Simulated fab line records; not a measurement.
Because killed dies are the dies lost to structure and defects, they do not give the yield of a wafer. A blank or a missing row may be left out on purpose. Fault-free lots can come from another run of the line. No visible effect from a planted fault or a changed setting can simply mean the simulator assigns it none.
A lot that was struck, set against a sound lot + flow sky130 + 20 steps out of a route of 708
Sound: the wafers L899.2, L899.3, L899.4. Struck: wafer L915.2; the same lot's L915.4 was not struck, so it is left out; see the end for the cause.
Order at every step that has rows: each side's tool, ch and its chambers, its first start. Under that, the readings that differ: sound wafers + struck wafers + difference of the means + sigmas: that difference in standard deviations of wafers without a fault.
alike: words and numbers the same on both sides, and readings whose means are apart by under 2 such deviations; not compared: readings that were withheld, readings missing a value for some wafer, numbers with overlapping values and no deviation given by the record, and bounds like >300 which may hide the same value.
A row with sigmas, a row that says differs or no value, or rows on one side alone: a step with any of these is where the two part. Numbers that don't overlap but have no deviation are shown without sigmas and don't part them. A reading missing from all wafers of one side parts the sides only when that side holds two or more wafers.

first, 4 steps without rows for these wafers: SKY_METAL1_STRIP_21 (strips in post etch residue remover, time 1200 s); SKY_METAL1_CLEAN_22 (cleans in IPA, time 180 s); SKY_METAL1_CLEAN_23 (cleans in O3/DIW); SKY_VIA1_HDPCVD_00 (deposits SiO2, target thk 1030 nm, time 171.7 s).
SKY_VIA1_THK_MEAS_01:
  sound on film metro-01, day 33 08:40; struck on film metro-01, day 38 12:46
  alike: VIA1_HDPCVD_THK
SKY_VIA1_CMP_02: polishes SiO2.
  sound on cmp-01 ch 0,1,3, day 33 08:46; struck on cmp-01 ch 3, day 38 12:52
  alike: motor current A
SKY_VIA1_BOW_MEAS_03:
  sound on film metro-01, day 33 09:05; struck on film metro-04, day 38 13:08
  alike: VIA1_BOW
then, 5 steps without rows for these wafers: SKY_VIA1_DEHYDRATE_04 (time 60 s); SKY_VIA1_HMDS_05 (prime time 60 s); SKY_VIA1_COAT_06 (resist thk 60 nm); SKY_VIA1_COAT_07 (resist thk 450 nm); SKY_VIA1_SOFTBAKE_08 (time 90 s).
SKY_VIA1_EXPOSE_09: exposes mask VIM, target cd 150 nm.
  sound on krf scanner-01 ch 0, day 33 22:05; struck on krf scanner-02 ch 0, day 39 02:20
  alike: mask
then, 2 steps without rows for these wafers: SKY_VIA1_PEB_10; SKY_VIA1_DEVELOP_11 (develop time 60 s).
SKY_VIA1_CD_MEAS_12: the cd target is 150 nm.
  sound on cd sem-02, day 34 11:10; struck on cd sem-02, day 39 14:28
| reading    | sound             | struck | difference | sigmas |
|------------|-------------------|--------|------------|--------|
| cd nm (nm) | 147.5 146.7 149.7 | 78.7   | -69.3      | -38    |
SKY_VIA1_OVL_MEAS_13:
  sound on overlay-01, day 34 11:16; struck on overlay-02, day 39 14:34
| reading       | sound  | struck | difference | sigmas |
|---------------|--------|--------|------------|--------|
| VIA1_OVL (nm) | 4 -5 3 | -11    | -12        | -2     |
SKY_VIA1_ETCH_14: etches BARC in N2/H2, stops on SiO2, time 45.9 s, target depth 60 nm.
  sound on rie diel-04 ch 1,2,3, day 34 11:18; struck on rie diel-02 ch 0, day 39 14:36
| reading               | sound             | struck | difference | sigmas |
|-----------------------|-------------------|--------|------------|--------|
| model.VIA1.cd nm (nm) | 147.9 147.4 149.5 | 79.11  | -69.16     |        |
  alike: drypump motor current A, oes product au, throttle valve pct
  not compared: rf hours counter h
SKY_VIA1_ETCH_15: etches SiO2 in C4F8/O2/Ar, stops on TiN, target depth 351 nm, time 54 s.
  sound on rie diel-04 ch 1,2,3, day 34 11:20; struck on rie diel-02 ch 0, day 39 14:39
  alike: oes product au
  not compared: rf hours counter h
-- the record jumps here: 10 days lie between the struck wafers' starts before and after (it left off in module VIA1 and takes up again in module PAD_OPEN, whose first step shown is number 708 of the route) --
SKY_PAD_OPEN_PROBE_99:
  record: rows for the struck wafers here (prober-02, day 50 01:07), none for the sound ones

WHERE THEY PART
First at SKY_VIA1_CD_MEAS_12; last, within this record, at SKY_PAD_OPEN_PROBE_99.

WHY: whatever the simulator had introduced
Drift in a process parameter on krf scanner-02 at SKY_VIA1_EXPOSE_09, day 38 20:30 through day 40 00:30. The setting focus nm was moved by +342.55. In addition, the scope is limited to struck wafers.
